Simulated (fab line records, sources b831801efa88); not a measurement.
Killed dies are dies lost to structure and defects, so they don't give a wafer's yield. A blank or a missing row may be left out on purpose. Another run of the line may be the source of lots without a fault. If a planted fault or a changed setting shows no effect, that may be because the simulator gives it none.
fab line records    flow gf180mcu
record lots=5  wafers=23
route steps=602 shown M4@468 V4@476 MIM@511 M5@531
start-h: hours from the record's first day to the start of the lot's first wafer shown    wait-h: how many hours have passed since the lot's step before this one    " the same as in the row above    L1.1+2: a row that stands for several wafers    - value missing, or start not given    * or withheld: withheld    < > ~ a bound
route shown NAME@n: NAME is a module with steps in the file, n the number in the route of the first one    usual: mean and standard deviation over wafers with no fault    same: alike in all rows    chamber/n: place in a boat    sites: per-site readings    _std_site: the values' standard deviation    _edge_site: outer sites' mean less inner sites'    radius-mm: how far each site lies from the wafer's centre    mask NAME#n: copy n    behind: the most recent tool/chamber to have shaped the wafer    hold: why the lot was held/for how many hours/how that ended    device: the n, p or np transistor that did not switch    end of line: the route-end tests of the same wafers    a step without rows: its recipe alone    killed: count of dies lost to structure and defects at first sort (not the wafer's yield)    map: dies across one wafer; x = killed, . = not, _ = none there
set.NAME: the setting as run; set.NAME@STEP: as run at that earlier step    model.NAME: the simulator's own value behind a step, which no gauge read
one table per step and one row per wafer, for lots whose settings were changed on purpose
## steps
# step GF_M4_PEB_12
# recipe peb-temp-c=135  peb-time-s=90  resist=KrF
lot.wafer   tool            chamber  start-h  wait-h  set.peb-temp-c
L074.1+4    litho-track-02  0        -        -       131.1
L074.2+3+5  "               0        "        "       135
L076.1+3    litho-track-02  0        -        -       135
L076.4+5+6  "               0        "        "       139
L079.1+4+5  litho-track-04  0        -        -       135
L080.1+3    litho-track-03  0        -        -       135
L080.2+5+6  "               0        "        "       133
L083.2+4    litho-track-04  0        -        -       135
L083.3+5+6  "               0        "        "       138.1
# step GF_M4_DEVELOP_13
# recipe develop-time-s=60  dev-temp-c=21
# step GF_M4_CD_MEAS_14
# recipe target-cd-nm=280
# usual cd-nm=280.3/1
lot.wafer  tool       chamber  start-h  wait-h  set.peb-temp-c@M4_PEB_12  cd-nm
L074.1     cd-sem-02  -        527.72   0.1     131.1                     293.4
L074.2     "          -        "        "       135                       280.7
L074.3     "          -        "        "       135                       280.9
L074.4     "          -        "        "       131.1                     293.0
L074.5     "          -        "        "       135                       279.9
L076.1     cd-sem-01  -        552.17   0.1     135                       280.9
L076.3     "          -        "        "       135                       280.8
L076.4     "          -        "        "       139                       272.1
L076.5     "          -        "        "       139                       271.2
L076.6     "          -        "        "       139                       271.9
L079.1     cd-sem-02  -        571.86   0.1     135                       281.3
L079.4     "          -        "        "       135                       279.4
L079.5     "          -        "        "       135                       281.2
L080.1     cd-sem-01  -        586.31   0.1     135                       280.1
L080.2     "          -        "        "       133                       284.4
L080.3     "          -        "        "       135                       278.2
L080.5     "          -        "        "       133                       284.9
L080.6     "          -        "        "       133                       284.8
L083.2     cd-sem-02  -        618.23   0.1     135                       281.5
L083.3     "          -        "        "       138.1                     274.3
L083.4     "          -        "        "       135                       280.3
L083.5     "          -        "        "       138.1                     273.6
L083.6     "          -        "        "       138.1                     274.1
# step GF_M4_METAL_ETCH_16
# recipe chemistry=Cl2/BCl3  mask-material=KrF  target-depth-nm=627.5  stop-on=SiO2  pressure-mtorr=8  icp-w=800  bias-w=140  Cl2_flow_sccm=80  bcl3-flow-sccm=40  time-s=104.6
lot.wafer  tool          chamber  start-h  wait-h  set.peb-temp-c@M4_PEB_12  model.M4.cd-nm
L074.1     rie-metal-04  0        527.88   0.0     131.1                     290.6
L074.2     "             1        "        "       135                       282.5
L074.3     "             1        "        "       135                       281.6
L074.4     "             0        "        "       131.1                     292.7
L074.5     "             0        "        "       135                       279.2
L076.1     rie-metal-04  0        552.33   0.0     135                       281.8
L076.3     "             0        "        "       135                       281.9
L076.4     "             1        "        "       139                       274
L076.5     "             0        "        "       139                       272.1
L076.6     "             1        "        "       139                       276.4
L079.1     rie-metal-04  0        572.02   0.0     135                       277
L079.4     "             0        "        "       135                       275.1
L079.5     "             0        "        "       135                       278.8
L080.1     rie-metal-04  1        586.46   0.0     135                       279.5
L080.2     "             0        "        "       133                       281.9
L080.3     "             0        "        "       135                       276.5
L080.5     "             1        "        "       133                       284
L080.6     "             0        "        "       133                       285.1
L083.2     rie-metal-04  1        618.37   0.0     135                       279.8
L083.3     "             0        "        "       138.1                     268.2
L083.4     "             1        "        "       135                       278
L083.5     "             0        "        "       138.1                     268.3
L083.6     "             1        "        "       138.1                     268.9
# step GF_V4_CVD_00
# recipe material=SiO2  target-thk-nm=600  sigma-open-frac=0.3  temp-c=400  time-s=100  sih4-flow-sccm=60  pressure-mtorr=6
lot.wafer  tool       chamber  start-h  wait-h  set.sih4-flow-sccm  model.SiO2_of_V4_CVD_00.thk-nm
L074.1     hdpcvd-02  1        528.53   0.0     66.13               656
L074.2     "          2        "        "       66.13               652.3
L074.3     "          2        "        "       60                  595.3
L074.4     "          1        "        "       60                  587.9
L074.5     "          1        "        "       66.13               652.6
L076.1     hdpcvd-02  1        552.98   0.0     67.52               677.5
L076.3     "          2        "        "       60                  593.3
L076.4     "          0        "        "       67.52               668.9
L076.5     "          2        "        "       60                  597.3
L076.6     "          1        "        "       60                  597
L079.1     hdpcvd-01  0        572.66   0.0     60                  602.5
L079.4     "          1        "        "       60                  608.8
L079.5     "          2        "        "       60                  600.2
L080.1     hdpcvd-01  1        587.14   0.0     54.37               547.5
L080.2     "          0        "        "       60                  597.8
L080.3     "          2        "        "       54.37               534.5
L080.5     "          0        "        "       54.37               538
L080.6     "          1        "        "       60                  600.7
L083.2     hdpcvd-01  0        619.01   0.0     52.11               522.1
L083.3     "          1        "        "       60                  605
L083.4     "          2        "        "       52.11               518.5
L083.5     "          1        "        "       52.11               523.6
L083.6     "          0        "        "       60                  599.5
# step GF_V4_THK_MEAS_01
# recipe reads=SiO2_of_V4_CVD_00
# usual V4_CVD_00_THK=599/5
lot.wafer  tool           chamber  start-h  wait-h  set.sih4-flow-sccm@V4_CVD_00  V4_CVD_00_THK[nm]
L074.1     film-metro-01  -        528.63   0.1     66.13                         655
L074.2     "              -        "        "       66.13                         653
L074.3     "              -        "        "       60                            595
L074.4     "              -        "        "       60                            588
L074.5     "              -        "        "       66.13                         653
L076.1     film-metro-01  -        553.05   0.0     67.52                         677
L076.3     "              -        "        "       60                            594
L076.4     "              -        "        "       67.52                         669
L076.5     "              -        "        "       60                            598
L076.6     "              -        "        "       60                            597
L079.1     film-metro-01  -        572.74   0.0     60                            602
L079.4     "              -        "        "       60                            609
L079.5     "              -        "        "       60                            600
L080.1     film-metro-01  -        587.21   0.0     54.37                         548
L080.2     "              -        "        "       60                            598
L080.3     "              -        "        "       54.37                         534
L080.5     "              -        "        "       54.37                         538
L080.6     "              -        "        "       60                            601
L083.2     film-metro-02  -        619.10   0.0     52.11                         522
L083.3     "              -        "        "       60                            605
L083.4     "              -        "        "       52.11                         519
L083.5     "              -        "        "       52.11                         524
L083.6     "              -        "        "       60                            599
# step GF_V4_COAT_09
# recipe resist=KrF  spin-rpm=withheld  resist-thk-nm=1000
lot.wafer  tool            chamber  start-h  wait-h  set.resist-thk-nm  model.KrF_of_V4_COAT_09.thk-nm
L074.1+3   litho-track-03  0        -        -       1000               1002
L074.2     "               0        "        "       978.9              981
L074.4     "               0        "        "       978.9              981.1
L074.5     "               0        "        "       978.9              982.3
L076.1+3   litho-track-04  0        -        -       1000               1003
L076.4     "               0        "        "       1000               1005
L076.5     "               0        "        "       1000               1002
L076.6     "               0        "        "       1000               1001
L079.1     litho-track-03  0        -        -       1000               1003
L079.4     "               0        "        "       1000               1002
L079.5     "               0        "        "       1000               1004
L080.1     litho-track-03  0        -        -       1000               1004
L080.2     "               0        "        "       1000               1001
L080.3     "               0        "        "       1033               1037
L080.5     "               0        "        "       1033               1040
L080.6     "               0        "        "       1033               1035
L083.2     litho-track-01  0        -        -       1000               1002
L083.3     "               0        "        "       1000               1000
L083.4+6   "               0        "        "       1000               1001
L083.5     "               0        "        "       1000               1004
# step GF_V4_PEB_12
# recipe peb-temp-c=135  peb-time-s=90  resist=KrF
lot.wafer       tool            chamber  start-h  wait-h  set.peb-temp-c
L074.1+4+5      litho-track-01  0        -        -       138.1
L074.2+3        "               0        "        "       135
L076.1+3+4+5+6  litho-track-04  0        -        -       135
L079.1+4+5      litho-track-04  0        -        -       135
L080.1+3+6      litho-track-03  0        -        -       135
L080.2+5        "               0        "        "       133.2
L083.2+3+5      litho-track-01  0        -        -       135
L083.4+6        "               0        "        "       133
# step GF_V4_DEVELOP_13
# recipe develop-time-s=58.91  resist=KrF  dev-temp-c=21
lot.wafer  tool            chamber  start-h  wait-h  set.peb-temp-c@V4_PEB_12  model.V4.cd-nm
L074.1     litho-track-01  0        551.37   0.2     138.1                     267.9
L074.2     "               0        "        "       135                       261.1
L074.3     "               0        "        "       135                       260.8
L074.4     "               0        "        "       138.1                     268.7
L074.5     "               0        "        "       138.1                     268.5
L076.1     litho-track-04  0        575.16   0.2     135                       259.8
L076.3     "               0        "        "       135                       260
L076.4     "               0        "        "       135                       259.9
L076.5     "               0        "        "       135                       260.2
L076.6     "               0        "        "       135                       260.8
L079.1     litho-track-04  0        594.66   0.2     135                       261.3
L079.4     "               0        "        "       135                       259.3
L079.5     "               0        "        "       135                       261
L080.1     litho-track-03  0        608.91   0.2     135                       259.3
L080.2     "               0        "        "       133.2                     254.4
L080.3     "               0        "        "       135                       257.8
L080.5     "               0        "        "       133.2                     253.6
L080.6     "               0        "        "       135                       257.4
L083.2     litho-track-01  0        639.90   0.2     135                       260.2
L083.3+5   "               0        "        "       135                       260.5
L083.4     "               0        "        "       133                       254.3
L083.6     "               0        "        "       133                       255.3
# step GF_V4_CD_MEAS_14
# recipe target-cd-nm=260
# usual cd-nm=260.2/0.95
lot.wafer  tool       chamber  start-h  wait-h  set.peb-temp-c@V4_PEB_12  cd-nm
L074.1     cd-sem-02  -        551.52   0.1     138.1                     267.8
L074.2     "          -        "        "       135                       261.1
L074.3     "          -        "        "       135                       260.6
L074.4     "          -        "        "       138.1                     268.5
L074.5     "          -        "        "       138.1                     268.5
L076.1     cd-sem-02  -        575.31   0.1     135                       259.6
L076.3     "          -        "        "       135                       260.3
L076.4     "          -        "        "       135                       259.8
L076.5     "          -        "        "       135                       260.3
L076.6     "          -        "        "       135                       260.7
L079.1     cd-sem-01  -        594.81   0.1     135                       261.0
L079.4     "          -        "        "       135                       259.3
L079.5     "          -        "        "       135                       260.8
L080.1     cd-sem-02  -        609.06   0.1     135                       259.3
L080.2     "          -        "        "       133.2                     254.5
L080.3     "          -        "        "       135                       257.7
L080.5     "          -        "        "       133.2                     253.6
L080.6     "          -        "        "       135                       257.5
L083.2     cd-sem-01  -        640.04   0.1     135                       260.0
L083.3     "          -        "        "       135                       260.5
L083.4     "          -        "        "       133                       254.6
L083.5     "          -        "        "       135                       260.6
L083.6     "          -        "        "       133                       255.3
# step GF_V4_SPUTTER_21
# recipe material=Ti  target-thk-nm=15  chamber-pressure-pa=5  power-w=2500  substrate-temp-c=200  time-s=80.02
lot.wafer   tool            chamber  start-h  wait-h  set.chamber-pressure-pa  model.Ti_of_V4_SPUTTER_21.thk-nm
L074.1      pvd-sputter-02  -        552.35   0.0     4.714                    15.73
L074.2+3+5  "               -        "        "       4.714                    15.68
L074.4      "               -        "        "       4.714                    15.59
L076.1      pvd-sputter-01  -        576.16   0.0     5.209                    14.28
L076.3      "               -        "        "       5.209                    14.5
L076.4      "               -        "        "       5.209                    14.34
L076.5      "               -        "        "       5.209                    14.35
L076.6      "               -        "        "       5.209                    14.37
L079.1      pvd-sputter-03  -        595.67   0.0     5                        15.09
L079.4      "               -        "        "       5                        15.2
L079.5      "               -        "        "       5                        15.36
L080.1+6    pvd-sputter-02  -        609.94   0.0     4.74                     15.71
L080.2      "               -        "        "       4.74                     15.72
L080.3      "               -        "        "       4.74                     15.54
L080.5      "               -        "        "       4.74                     15.74
L083.2      pvd-sputter-02  -        640.85   0.0     4.417                    16.73
L083.3      "               -        "        "       4.417                    16.66
L083.4      "               -        "        "       4.417                    16.7
L083.5      "               -        "        "       4.417                    16.69
L083.6      "               -        "        "       4.417                    16.87
# step GF_MIM_SPUTTER_08
# recipe material=AlCu  target-thk-nm=200  power-w=10600  time-s=10.6  chamber-pressure-pa=0.4
lot.wafer  tool            chamber  start-h  wait-h  set.time-s  model.AlCu_of_MIM_SPUTTER_08.thk-nm
L074.1     pvd-sputter-03  -        553.40   0.0     10.6        198.9
L074.2     "               -        "        "       10.6        198.3
L074.3     "               -        "        "       11.51       217.5
L074.4     "               -        "        "       11.51       218.7
L074.5     "               -        "        "       11.51       217.2
L076.1     pvd-sputter-04  -        577.21   0.0     10.6        199.7
L076.3     "               -        "        "       10.6        198.4
L076.4     "               -        "        "       9.878       186.6
L076.5     "               -        "        "       10.6        199.4
L076.6     "               -        "        "       9.878       184.9
L079.1+5   pvd-sputter-03  -        596.72   0.0     10.6        199.8
L079.4     "               -        "        "       10.6        202.4
L080.1     pvd-sputter-01  -        610.99   0.0     10.6        200
L080.2     "               -        "        "       10.6        201.1
L080.3     "               -        "        "       10.6        199.7
L080.5     "               -        "        "       10.6        201.6
L080.6     "               -        "        "       10.6        201
L083.2+6   pvd-sputter-04  -        641.90   0.0     10.6        202.5
L083.3     "               -        "        "       9.729       184.6
L083.4     "               -        "        "       10.6        201.9
L083.5     "               -        "        "       9.729       185.1
# step GF_MIM_SPUTTER_09
# recipe material=TiN  target-thk-nm=35  power-w=6500  time-s=29.2  chamber-pressure-pa=0.4
# step GF_MIM_RS_MEAS_10
# recipe thk-meas-gauge=four-point-probe  reads=TiN_of_MIM_SPUTTER_09+AlCu_of_MIM_SPUTTER_08+TiN_of_MIM_SPUTTER_07
# usual MIM_ALCU_RS=0.1601/0.0018
lot.wafer  tool           chamber  start-h  wait-h  set.time-s@MIM_SPUTTER_08  MIM_ALCU_RS[ohm/sq]
L074.1     film-metro-03  -        553.46   0.0     10.6                       0.1615
L074.2     "              -        "        "       10.6                       0.1619
L074.3     "              -        "        "       11.51                      0.1469
L074.4     "              -        "        "       11.51                      0.1462
L074.5     "              -        "        "       11.51                      0.1469
L076.1     film-metro-03  -        577.27   0.0     10.6                       0.1604
L076.3     "              -        "        "       10.6                       0.1613
L076.4     "              -        "        "       9.878                      0.1724
L076.5     "              -        "        "       10.6                       0.1609
L076.6     "              -        "        "       9.878                      0.1741
L079.1     film-metro-04  -        596.78   0.0     10.6                       0.1604
L079.4     "              -        "        "       10.6                       0.1582
L079.5     "              -        "        "       10.6                       0.1606
L080.1     film-metro-03  -        611.05   0.0     10.6                       0.1604
L080.2     "              -        "        "       10.6                       0.1594
L080.3     "              -        "        "       10.6                       0.1607
L080.5     "              -        "        "       10.6                       0.1588
L080.6     "              -        "        "       10.6                       0.1593
L083.2     film-metro-04  -        641.98   0.0     10.6                       0.1584
L083.3     "              -        "        "       9.729                      0.1743
L083.4     "              -        "        "       10.6                       0.1590
L083.5     "              -        "        "       9.729                      0.1738
L083.6     "              -        "        "       10.6                       0.1582
# step GF_MIM_THK_MEAS_11
# recipe thk-meas-gauge=xrf  reads=AlCu_of_MIM_SPUTTER_08
# usual MIM_ALCU_THK=197.9/2.2
lot.wafer  tool           chamber  start-h  wait-h  set.time-s@MIM_SPUTTER_08  MIM_ALCU_THK[nm]
L074.1     film-metro-03  -        553.58   0.1     10.6                       195.4
L074.2     "              -        "        "       10.6                       196.3
L074.3     "              -        "        "       11.51                      214.9
L074.4     "              -        "        "       11.51                      216.2
L074.5     "              -        "        "       11.51                      214.5
L076.1     film-metro-03  -        577.39   0.1     10.6                       197.3
L076.3     "              -        "        "       10.6                       196.1
L076.4     "              -        "        "       9.878                      185.2
L076.5     "              -        "        "       10.6                       197.0
L076.6     "              -        "        "       9.878                      183.3
L079.1     film-metro-04  -        596.90   0.1     10.6                       198.9
L079.4     "              -        "        "       10.6                       200.5
L079.5     "              -        "        "       10.6                       197.8
L080.1     film-metro-03  -        611.17   0.1     10.6                       197.5
L080.2     "              -        "        "       10.6                       199.1
L080.3     "              -        "        "       10.6                       198.2
L080.5     "              -        "        "       10.6                       198.8
L080.6     "              -        "        "       10.6                       198.4
L083.2     film-metro-04  -        642.09   0.1     10.6                       198.5
L083.3     "              -        "        "       9.729                      182.1
L083.4     "              -        "        "       10.6                       198.1
L083.5     "              -        "        "       9.729                      182.0
L083.6     "              -        "        "       10.6                       198.9
# step GF_MIM_EXPOSE_16
# recipe mask-id=FuseTop  target-cd-nm=2000  na=0.6  source-shape=conventional  sigma-outer=0.6  dose-mj=140
lot.wafer       tool              chamber  start-h  wait-h  mask       set.dose-mj
L074.1+2+4      iline-stepper-01  0        -        -       FuseTop#0  140
L074.3+5        "                 0        "        "       FuseTop#0  134.7
L076.1+4+5      iline-stepper-02  0        -        -       FuseTop#0  140
L076.3+6        "                 0        "        "       FuseTop#0  134.2
L079.1+4+5      iline-stepper-01  0        -        -       FuseTop#0  140
L080.1+5+6      iline-stepper-01  0        -        -       FuseTop#0  140
L080.2+3        "                 0        "        "       FuseTop#0  136.2
L083.2+3+4+5+6  iline-stepper-01  0        -        -       FuseTop#0  140
# step GF_MIM_PEB_17
# recipe temp-c=withheld  time-s=*  resist=NOVOLAK
# step GF_MIM_DEVELOP_18
# recipe develop-time-s=60  dev-temp-c=23
# step GF_MIM_METAL_ETCH_19
# recipe chemistry=Cl2/BCl3  mask-material=NOVOLAK  stop-on=Si3N4  target-depth-nm=324.5  pressure-mtorr=8  icp-w=800  bias-w=140  Cl2_flow_sccm=80  bcl3-flow-sccm=40  time-s=54.1
# usual oes-product-au=0.941/0.0065
lot.wafer  tool          chamber  start-h  wait-h  set.time-s@MIM_SPUTTER_08  set.dose-mj@MIM_EXPOSE_16  oes-product-au  model.MIM.cd-nm
L074.1     rie-metal-02  1        575.02   0.1     10.6                       140                        0.945           2001
L074.2     "             1        "        "       10.6                       140                        0.934           1996
L074.3     "             1        "        "       11.51                      134.7                      0.975           2011
L074.4     "             1        "        "       11.51                      140                        0.973           1999
L074.5     "             1        "        "       11.51                      134.7                      0.985           2010
L076.1     rie-metal-02  1        598.77   0.1     10.6                       140                        0.929           2003
L076.3     "             0        "        "       10.6                       134.2                      0.942           2015
L076.4     "             1        "        "       9.878                      140                        0.917           2008
L076.5     "             0        "        "       10.6                       140                        0.935           2006
L076.6     "             1        "        "       9.878                      134.2                      0.911           2019
L079.1     rie-metal-02  1        617.72   0.1     10.6                       140                        0.949           1997
L079.4     "             1        "        "       10.6                       140                        0.943           2003
L079.5     "             0        "        "       10.6                       140                        0.940           1998
L080.1     rie-metal-01  1        630.97   0.1     10.6                       140                        0.952           -
L080.2     "             0        "        "       10.6                       136.2                      0.947           2010
L080.3     "             1        "        "       10.6                       136.2                      0.940           2009
L080.5     "             1        "        "       10.6                       140                        0.937           2002
L080.6     "             0        "        "       10.6                       140                        0.946           2001
L083.2     rie-metal-02  1        661.37   0.1     10.6                       140                        0.948           2000
L083.3     "             0        "        "       9.729                      140                        0.911           2001
L083.4     "             1        "        "       10.6                       140                        0.939           2002
L083.5     "             0        "        "       9.729                      140                        0.906           2001
L083.6     "             1        "        "       10.6                       140                        0.952           2002
# step GF_M5_PEB_05
# recipe peb-temp-c=135  peb-time-s=90  resist=KrF
lot.wafer   tool            chamber  start-h  wait-h  set.peb-temp-c
L074.1+2+3  litho-track-04  0        -        -       135
L074.4+5    "               0        "        "       138.5
L076.1+3+4  litho-track-04  0        -        -       138.2
L076.5+6    "               0        "        "       135
L079.1+4+5  litho-track-02  0        -        -       135
L080.1+2+6  litho-track-01  0        -        -       139
L080.3+5    "               0        "        "       135
L083.2+3+6  litho-track-04  0        -        -       136.2
L083.4+5    "               0        "        "       135
# step GF_M5_DEVELOP_06
# recipe develop-time-s=60  dev-temp-c=21
# step GF_M5_CD_MEAS_07
# recipe target-cd-nm=280
# usual cd-nm=279.8/1.1
lot.wafer  tool       chamber  start-h  wait-h  set.peb-temp-c@M5_PEB_05  cd-nm
L074.1     cd-sem-01  -        596.66   0.1     135                       280.7
L074.2     "          -        "        "       135                       279.6
L074.3     "          -        "        "       135                       280.5
L074.4     "          -        "        "       138.5                     271.9
L074.5     "          -        "        "       138.5                     273.4
L076.1     cd-sem-02  -        620.01   0.1     138.2                     275.3
L076.3     "          -        "        "       138.2                     273.2
L076.4     "          -        "        "       138.2                     272.9
L076.5     "          -        "        "       135                       280.4
L076.6     "          -        "        "       135                       280.6
L079.1     cd-sem-02  -        637.52   0.1     135                       280.0
L079.4     "          -        "        "       135                       279.5
L079.5     "          -        "        "       135                       279.7
L080.1     cd-sem-02  -        650.87   0.1     139                       272.1
L080.2     "          -        "        "       139                       270.2
L080.3     "          -        "        "       135                       280.1
L080.5     "          -        "        "       135                       279.6
L080.6     "          -        "        "       139                       271.1
L083.2     cd-sem-02  -        681.08   0.1     136.2                     278.1
L083.3     "          -        "        "       136.2                     277.1
L083.4     "          -        "        "       135                       280.7
L083.5     "          -        "        "       135                       281.0
L083.6     "          -        "        "       136.2                     278.1
# step GF_M5_ETCH_09
# recipe chemistry=CF4/O2  target=Si3N4  target-depth-nm=52  source-w=800  bias-w=150  pressure-mtorr=150  cf4-flow-sccm=80  O2_flow_sccm=10  time-s=11.6
lot.wafer  tool         chamber  start-h  wait-h  set.time-s  set.peb-temp-c@M5_PEB_05  model.M5.cd-nm
L074.1     rie-diel-01  1        596.82   0.0     11.6        135                       280.6
L074.2     "            0        "        "       11.6        135                       280
L074.3     "            3        "        "       12.17       135                       280.7
L074.4     "            2        "        "       12.17       138.5                     271.7
L074.5     "            3        "        "       11.6        138.5                     272.9
L076.1     rie-diel-04  1        620.17   0.0     11.6        138.2                     275.2
L076.3     "            2        "        "       11.6        138.2                     273.3
L076.4     "            0        "        "       11.6        138.2                     272.9
L076.5     "            2        "        "       11.6        135                       280.7
L076.6     "            1        "        "       11.6        135                       280.3
L079.1     rie-diel-01  2        637.68   0.0     11.6        135                       280.1
L079.4+5   "            0        "        "       11.6        135                       279.8
L080.1     rie-diel-04  0        651.03   0.0     12.25       139                       272
L080.2     "            2        "        "       11.6        139                       270.7
L080.3     "            1        "        "       12.25       135                       280.3
L080.5     "            1        "        "       11.6        135                       279.6
L080.6     "            0        "        "       11.6        139                       271.1
L083.2     rie-diel-01  3        681.22   0.0     12.59       136.2                     277.9
L083.3     "            0        "        "       11.6        136.2                     277.4
L083.4     "            1        "        "       11.6        135                       281.1
L083.5     "            1        "        "       12.59       135                       281.2
L083.6     "            2        "        "       12.59       136.2                     277.7
# step GF_M5_METAL_ETCH_10
# recipe chemistry=Cl2/BCl3  mask-material=KrF  target-depth-nm=627.5  stop-on=SiO2  pressure-mtorr=8  icp-w=800  bias-w=140  Cl2_flow_sccm=80  bcl3-flow-sccm=40  time-s=104.6
lot.wafer  tool          chamber  start-h  wait-h  set.peb-temp-c@M5_PEB_05  model.M5.cd-nm
L074.1     rie-metal-03  0        596.84   0.0     135                       278.9
L074.2     "             1        "        "       135                       280
L074.3     "             0        "        "       135                       278.7
L074.4     "             1        "        "       138.5                     271.3
L074.5     "             1        "        "       138.5                     272.4
L076.1     rie-metal-01  1        620.19   0.0     138.2                     276.2
L076.3     "             1        "        "       138.2                     275.5
L076.4     "             0        "        "       138.2                     273.1
L076.5     "             1        "        "       135                       281
L076.6     "             0        "        "       135                       282.2
L079.1     rie-metal-01  0        637.70   0.0     135                       283.2
L079.4+5   "             1        "        "       135                       283
L080.1     rie-metal-02  1        651.05   0.0     139                       275.2
L080.2     "             0        "        "       139                       269
L080.3     "             1        "        "       135                       281.6
L080.5     "             1        "        "       135                       282
L080.6     "             0        "        "       139                       270.5
L083.2     rie-metal-02  0        681.24   0.0     136.2                     281.1
L083.3     "             0        "        "       136.2                     279.6
L083.4     "             1        "        "       135                       284.2
L083.5     "             0        "        "       135                       282.5
L083.6     "             1        "        "       136.2                     280.2
## key
split step=GF_M4_PEB_12  setting=peb-temp-c  stated=135  by=wafer
response step=GF_M4_CD_MEAS_14  reading=cd-nm  change=-3.57  per=1%  r=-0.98
response step=GF_M4_METAL_ETCH_16  reading=model.M4.cd-nm  change=-3.48  per=1%  r=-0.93
split step=GF_V4_CVD_00  setting=sih4-flow-sccm  stated=60  by=wafer
response step=GF_V4_CVD_00  reading=model.SiO2_of_V4_CVD_00.thk-nm  change=+6.17  per=1%  r=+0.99
response step=GF_V4_THK_MEAS_01  reading=V4_CVD_00_THK  change=+6.13  per=1%  r=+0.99
split step=GF_V4_COAT_09  setting=resist-thk-nm  stated=1000  by=wafer
response step=GF_V4_COAT_09  reading=model.KrF_of_V4_COAT_09.thk-nm  change=+10.4  per=1%  r=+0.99
split step=GF_V4_PEB_12  setting=peb-temp-c  stated=135  by=wafer
response step=GF_V4_DEVELOP_13  reading=model.V4.cd-nm  change=+3.34  per=1%  r=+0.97
response step=GF_V4_CD_MEAS_14  reading=cd-nm  change=+3.32  per=1%  r=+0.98
split step=GF_V4_SPUTTER_21  setting=chamber-pressure-pa  stated=5  by=lot
response step=GF_V4_SPUTTER_21  reading=model.Ti_of_V4_SPUTTER_21.thk-nm  change=-0.142  per=1%  r=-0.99
split step=GF_MIM_SPUTTER_08  setting=time-s  stated=10.6  by=wafer
response step=GF_MIM_SPUTTER_08  reading=model.AlCu_of_MIM_SPUTTER_08.thk-nm  change=+2.13  per=1%  r=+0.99
response step=GF_MIM_RS_MEAS_10  reading=MIM_ALCU_RS  change=-0.00181  per=1%  r=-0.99
response step=GF_MIM_THK_MEAS_11  reading=MIM_ALCU_THK  change=+2.06  per=1%  r=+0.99
response step=GF_MIM_METAL_ETCH_19  reading=oes-product-au  change=+0.00415  per=1%  r=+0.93
split step=GF_MIM_EXPOSE_16  setting=dose-mj  stated=140  by=wafer
response step=GF_MIM_METAL_ETCH_19  reading=model.MIM.cd-nm  change=-2.92  per=1%  r=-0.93
split step=GF_M5_PEB_05  setting=peb-temp-c  stated=135  by=wafer
response step=GF_M5_CD_MEAS_07  reading=cd-nm  change=-2.93  per=1%  r=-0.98
response step=GF_M5_ETCH_09  reading=model.M5.cd-nm  change=-3.01  per=1%  r=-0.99
response step=GF_M5_METAL_ETCH_10  reading=model.M5.cd-nm  change=-3.1  per=1%  r=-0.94
split step=GF_M5_ETCH_09  setting=time-s  stated=11.6  by=wafer
response none clear
